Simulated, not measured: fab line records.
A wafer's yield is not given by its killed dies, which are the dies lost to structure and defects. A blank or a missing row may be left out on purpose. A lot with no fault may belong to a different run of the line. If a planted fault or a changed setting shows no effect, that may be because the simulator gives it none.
Which tool did it? ; flow sky130 ; at 1 step of a route of 708, 12 lots with 36 wafers sampled

== WHAT THE GAUGES SHOWED, per wafer ==
SKY_VT_ADJUST_HVTP_CD_MEAS_07: the cd target is 380 nm.
lot;measured;on;cd nm (nm)
L075;day 6 02:34;cd sem-02;382.8 383.9 382.4
L077;day 6 14:04;cd sem-01;380.9 379.1 378.7
L079;day 7 06:53;cd sem-02;377.3 377.9 378.5
L081;day 7 17:41;cd sem-02;379.5 382.1 384.0
L083;day 8 05:34;cd sem-02;380.8 380.3 380.6
L085;day 8 19:04;cd sem-02;382.6 383.2 382.3
L087;day 9 08:26;cd sem-02;380.6 381.3 381.7
L089;day 9 21:55;cd sem-01;376.7 380.3 375.9
L091;day 10 09:05;cd sem-01;379.2 379.0 378.7
L093;day 12 11:38;cd sem-01;379.8 379.8 380.7
L097;day 12 12:41;cd sem-01;381.9 381.3 378.9
L095;day 12 15:52;cd sem-01;380.1 383.1 382.9

== WHAT TOOL EACH LOT RAN ON (gives the tool, then ch and the chambers of the sampled wafers, and finally the start) ==
There is no process step in the record ahead of these readings.

== THE ANSWER, worked out from the rows above alone ==
Rule: usual is defined by the lots themselves. The widest of any qualifying gaps counts: lots, ordered by their means at a reading, are off when they make up no more than a third of the lots, leave a main group of 4 or more, and stand apart from it by 3 or more times the standard deviation of that group's means. The tables above print the reading to a certain number of digits; a main group whose means all agree to those digits is not used. A lot without any number at a reading at which 4 lots or more have one is off too. The other lots that the step has rows for count as sound.
Nothing can be told from this: no lot is off at any reading shown.

== WHAT HAD BEEN PUT IN BY THE SIMULATOR ==
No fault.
